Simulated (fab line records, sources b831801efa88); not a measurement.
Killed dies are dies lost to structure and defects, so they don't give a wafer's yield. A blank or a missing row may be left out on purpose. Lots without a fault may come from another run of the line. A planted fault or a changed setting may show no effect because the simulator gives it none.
Which tool did it? | flow gf180mcu | 14 lots, 42 wafers sampled, at 3 steps of a route of 602

WHAT THE GAUGES READ, wafer by wafer
GF_CONTACT_THK_MEAS_26: measures by xrf.
lot  | measured     | on            | CONTACT_W_THK (nm)
L701 | day 15 12:43 | film_metro-01 | 299 298 297
L703 | day 16 08:25 | film_metro-03 | 297 293 292
L704 | day 17 01:12 | film_metro-02 | 299 303 302
L706 | day 17 21:33 | film_metro-01 | 308 302 307
L705 | day 17 22:43 | film_metro-01 | 304 306 305
L707 | day 18 13:40 | film_metro-02 | 296 298 302
L708 | day 18 15:45 | film_metro-02 | 299 296 294
L709 | day 19 15:28 | film_metro-03 | 297 297 302
L710 | day 20 01:41 | film_metro-03 | 304 299 303
L711 | day 20 12:21 | film_metro-01 | 300 299 305
L713 | day 21 01:11 | film_metro-01 | 301 301 301
L714 | day 21 12:52 | film_metro-03 | 295 293 298
L721 | day 23 06:08 | film_metro-02 | 300 300 304
L722 | day 23 09:53 | film_metro-01 | 300 309 299

GF_M2_RS_MEAS_05: measures by four-point-probe.
lot  | measured     | on            | M2_ALCU_RS (ohm/sq)
L701 | day 17 11:50 | film_metro-01 | 0.0696 0.0695 0.0698
L703 | day 18 10:10 | film_metro-03 | 0.0698 0.0702 0.0695
L704 | day 19 04:46 | film_metro-04 | 0.0694 0.0693 0.0692
L706 | day 20 02:26 | film_metro-01 | 0.0695 0.0696 0.0694
L705 | day 20 03:37 | film_metro-01 | 0.0694 0.0685 0.0696
L707 | day 20 18:55 | film_metro-03 | 0.0701 0.0701 0.0685
L708 | day 20 20:41 | film_metro-01 | 0.0697 0.0701 0.0699
L709 | day 21 20:32 | film_metro-04 | 0.0697 0.0705 0.0699
L710 | day 22 05:40 | film_metro-04 | 0.0689 0.0690 0.0691
L711 | day 22 16:03 | film_metro-03 | 0.0681 0.0690 0.0687
L713 | day 23 05:16 | film_metro-01 | 0.0689 0.0686 0.0697
L714 | day 23 15:14 | film_metro-04 | 0.0689 0.0679 0.0683

WHICH TOOL RAN EACH LOT (tool, then ch and the chambers of the sampled wafers, then the start)
lot  | GF_V1_EXPOSE_11
L701 | krf_scanner-02 ch 0, day 16 23:37
L703 | krf_scanner-01 ch 0, day 17 21:03
L704 | krf_scanner-02 ch 0, day 18 14:17
L706 | krf_scanner-01 ch 0, day 19 12:11
L705 | krf_scanner-02 ch 0, day 19 13:46
L707 | krf_scanner-02 ch 0, day 20 05:32
L708 | krf_scanner-02 ch 0, day 20 07:15
L709 | krf_scanner-01 ch 0, day 21 06:58
L710 | krf_scanner-01 ch 0, day 21 16:12
L711 | krf_scanner-02 ch 0, day 22 03:03
L713 | krf_scanner-02 ch 0, day 22 15:43
L714 | krf_scanner-01 ch 0, day 23 02:15
L721 | krf_scanner-02, day 24 16:56
L722 | krf_scanner-02, day 24 20:30
- GF_V1_EXPOSE_11: exposes mask Via1, target cd 260 nm.

WHAT THE TOOLS THEMSELVES READ (means of the sampled wafers that have a number; where no wafer has one, the mark that the record gives instead)
GF_V1_EXPOSE_11.
lot  | tool           | exposure_dose_mJ_cm2 | focus_offset_nm (nm)
L701 | krf_scanner-02 | 38.00                | -0.2
L703 | krf_scanner-01 | 38.04                | -0.7
L704 | krf_scanner-02 | 37.99                | 0.4
L706 | krf_scanner-01 | 38.04                | 0.7
L705 | krf_scanner-02 | 38.00                | -0.1
L707 | krf_scanner-02 | 38.08                | -0.8
L708 | krf_scanner-02 | 38.04                | -0.0
L709 | krf_scanner-01 | 37.97                | -0.1
L710 | krf_scanner-01 | 38.06                | 0.2
L711 | krf_scanner-02 | 38.03                | 0.3
L713 | krf_scanner-02 | 37.97                | 0.5
L714 | krf_scanner-01 | 38.06                | 0.7
L721 | krf_scanner-02 | -                    | -
L722 | krf_scanner-02 | -                    | -

THE ANSWER, worked out from the rows above alone
Rule: what is usual is taken from the lots themselves. Put in order of their means at a reading, lots are off if they are a third of the lots or fewer, leave a main group of 4 or more, and stand apart from it by a gap of 3 or more times the standard deviation of the main group's means; of several such gaps the widest counts. A main group whose means are all the same, to the digits that the tables above print for the reading, isn't used. A lot without any number at a reading at which 4 lots or more have one is off too. The other lots that the step has rows for count as sound. The gauges are gone through in route order, then the tools' own readings, and for those a lot's mean is taken as printed above. The first step at which some lot is off is used, and at that step the reading that is off furthest; a lot without a number counts as furthest.
Off: L721, L722, at GF_V1_EXPOSE_11 (exposure_dose_mJ_cm2). Without a number there: L721, L722. The main group: mean 38.02, standard deviation 0.035.
A tool fits if, at that step or a process step before it, it ran every lot that is off, and no sound lot after the first of them. One fits: krf_scanner-02 at GF_V1_EXPOSE_11. Its last sound lot is L713 (day 22 15:43), its first lot that is off L721 (day 24 16:56): a fault that began between those two fits.
Blank at GF_V1_EXPOSE_11 on the lots that are off, where sound lots have numbers: exposure_dose_mJ_cm2, focus_offset_nm.

WHAT THE SIMULATOR HAD PUT IN
Skipped step whole: krf_scanner-02, from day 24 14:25 on, at GF_V1_EXPOSE_11. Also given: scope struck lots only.
Lots struck among those shown: L721, L722. The rule above found the same.
